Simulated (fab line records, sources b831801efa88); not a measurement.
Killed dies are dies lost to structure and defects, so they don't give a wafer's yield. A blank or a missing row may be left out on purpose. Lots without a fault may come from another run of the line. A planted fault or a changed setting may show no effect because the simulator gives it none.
Which tool did it? | flow gf180mcu | 11 lots, 33 wafers sampled, at 5 steps of a route of 602

WHAT THE GAUGES READ, wafer by wafer
GF_CONTACT_THK_MEAS_03.
lot  | measured     | on            | CONTACT_CVD_02_THK (nm)
L933 | day 15 20:07 | film_metro-02 | 854 854 842
L934 | day 16 02:59 | film_metro-02 | 842 849 866
L939 | day 18 00:43 | film_metro-01 | 861 857 870
L941 | day 18 16:40 | film_metro-01 | 854 853 863
L948 | day 21 03:44 | film_metro-04 | 852 863 860
L949 | day 21 10:40 | film_metro-01 | 852 852 854
L950 | day 21 20:11 | film_metro-02 | 859 858 877
L951 | day 22 04:08 | film_metro-02 | 840 838 863
L953 | day 23 02:04 | film_metro-04 | 869 880 879
L954 | day 23 04:54 | film_metro-02 | 863 877 874
L956 | day 23 17:31 | film_metro-01 | 853 853 862

GF_M1_RS_MEAS_05: measures by four-point-probe.
lot  | measured     | on            | M1_ALCU_RS (ohm/sq)
L933 | day 16 20:59 | film_metro-04 | 0.0695 0.0698 0.0704
L934 | day 17 04:06 | film_metro-03 | 0.0689 0.0686 0.0687
L939 | day 19 02:51 | film_metro-03 | 0.0690 0.0694 0.0694
L941 | day 19 19:44 | film_metro-04 | 0.0696 0.0692 0.0652
L948 | day 22 05:16 | film_metro-03 | 0.0683 0.0689 0.0695
L949 | day 22 11:55 | film_metro-03 | 0.0688 0.0693 0.0693
L950 | day 22 21:29 | film_metro-03 | 0.0694 0.0698 0.0690
L951 | day 23 05:47 | film_metro-03 | 0.0688 0.0686 0.0689
L953 | day 24 03:12 | film_metro-03 | 0.0688 0.0693 0.0692
L954 | day 24 05:43 | film_metro-03 | 0.0699 0.0699 0.0693
L956 | day 24 17:49 | film_metro-04 | 0.0682 0.0691 0.0688

GF_M1_THK_MEAS_06: measures by xrf.
lot  | measured     | on            | M1_ALCU_THK (nm)
L933 | day 16 21:07 | film_metro-04 | 442 440 436
L934 | day 17 04:13 | film_metro-03 | 453 451 451
L939 | day 19 02:58 | film_metro-03 | 449 447 447
L941 | day 19 19:50 | film_metro-04 | 442 447 464
L948 | day 22 05:23 | film_metro-03 | 450 446 443
L949 | day 22 12:02 | film_metro-03 | 451 447 445
L950 | day 22 21:37 | film_metro-03 | 442 442 448
L951 | day 23 05:54 | film_metro-03 | 449 450 449
L953 | day 24 03:19 | film_metro-03 | 449 448 448
L954 | day 24 05:49 | film_metro-03 | 442 444 447
L956 | day 24 17:55 | film_metro-04 | 451 443 446

WHICH TOOL RAN EACH LOT (tool, then ch and the chambers of the sampled wafers, then the start)
lot  | GF_CONTACT_CMP_04             | GF_M1_SPUTTER_02
L933 | cmp-01 ch 0,1,3, day 15 20:11 | pvd_sputter-04, day 16 20:54
L934 | cmp-01 ch 1,2,3, day 16 03:05 | pvd_sputter-04, day 17 04:01
L939 | cmp-02 ch 0,2,3, day 18 00:47 | pvd_sputter-03, day 19 02:46
L941 | cmp-01 ch 0,3, day 18 16:42   | pvd_sputter-02, day 19 19:36
L948 | cmp-02 ch 1,2,3, day 21 03:53 | pvd_sputter-04, day 22 05:10
L949 | cmp-01 ch 0,1,3, day 21 10:46 | pvd_sputter-02, day 22 11:49
L950 | cmp-02 ch 0,2,3, day 21 20:15 | pvd_sputter-02, day 22 21:24
L951 | cmp-01 ch 1,2,3, day 22 04:11 | pvd_sputter-02, day 23 05:41
L953 | cmp-01 ch 1,2,3, day 23 02:07 | pvd_sputter-02, day 24 03:07
L954 | cmp-02 ch 0,1,3, day 23 04:57 | pvd_sputter-03, day 24 05:36
L956 | cmp-01 ch 0,1, day 23 17:37   | pvd_sputter-02, day 24 17:42
- GF_CONTACT_CMP_04: polishes SiO2.
- GF_M1_SPUTTER_02: material AlCu, target thk 450 nm, time 23.9 s.

WHAT THE TOOLS THEMSELVES READ (means of the sampled wafers that have a number; where no wafer has one, the mark that the record gives instead)
GF_CONTACT_CMP_04.
lot  | tool   | motor_current_A (A) | slurry_flow_ml_min | time_to_endpoint_s (s)
L933 | cmp-01 | 12.7                | 149.9              | 109
L934 | cmp-01 | 12.7                | 150.0              | 107
L939 | cmp-02 | 12.6                | 150.0              | 110
L941 | cmp-01 | 13.3                | 150.0              | 108
L948 | cmp-02 | 12.7                | 149.8              | 108
L949 | cmp-01 | 13.1                | 149.8              | 107
L950 | cmp-02 | 12.3                | 149.6              | 111
L951 | cmp-01 | 12.5                | 149.5              | 106
L953 | cmp-01 | 12.4                | 149.7              | 118
L954 | cmp-02 | 11.5                | 150.5              | 115
L956 | cmp-01 | 12.8                | 150.0              | 113

GF_M1_SPUTTER_02.
lot  | tool           | chamber_pressure_pa (Pa) | throttle_valve_pct (%)
L933 | pvd_sputter-04 | 0.4000                   | 30.1
L934 | pvd_sputter-04 | 0.4003                   | 30.0
L939 | pvd_sputter-03 | 0.4000                   | 29.2
L941 | pvd_sputter-02 | 0.3689                   | 32.0
L948 | pvd_sputter-04 | 0.3997                   | 30.4
L949 | pvd_sputter-02 | 0.3998                   | 28.9
L950 | pvd_sputter-02 | 0.3991                   | 29.8
L951 | pvd_sputter-02 | 0.4004                   | 30.7
L953 | pvd_sputter-02 | 0.4003                   | 28.7
L954 | pvd_sputter-03 | 0.4002                   | 29.3
L956 | pvd_sputter-02 | 0.3995                   | 29.9

THE ANSWER, worked out from the rows above alone
Rule: what is usual is taken from the lots themselves. Put in order of their means at a reading, lots are off if they are a third of the lots or fewer, leave a main group of 4 or more, and stand apart from it by a gap of 3 or more times the standard deviation of the main group's means; of several such gaps the widest counts. A main group whose means are all the same, to the digits that the tables above print for the reading, isn't used. A lot without any number at a reading at which 4 lots or more have one is off too. The other lots that the step has rows for count as sound. The gauges are gone through in route order, then the tools' own readings, and for those a lot's mean is taken as printed above. The first step at which some lot is off is used, and at that step the reading that is off furthest; a lot without a number counts as furthest.
Off: L941, at GF_M1_SPUTTER_02 (chamber_pressure_pa). The main group: mean 0.3999 Pa, standard deviation 0.00039.
A tool fits if, at that step or a process step before it, it ran every lot that is off, and no sound lot after the first of them. None of those tried fits.

WHAT THE SIMULATOR HAD PUT IN
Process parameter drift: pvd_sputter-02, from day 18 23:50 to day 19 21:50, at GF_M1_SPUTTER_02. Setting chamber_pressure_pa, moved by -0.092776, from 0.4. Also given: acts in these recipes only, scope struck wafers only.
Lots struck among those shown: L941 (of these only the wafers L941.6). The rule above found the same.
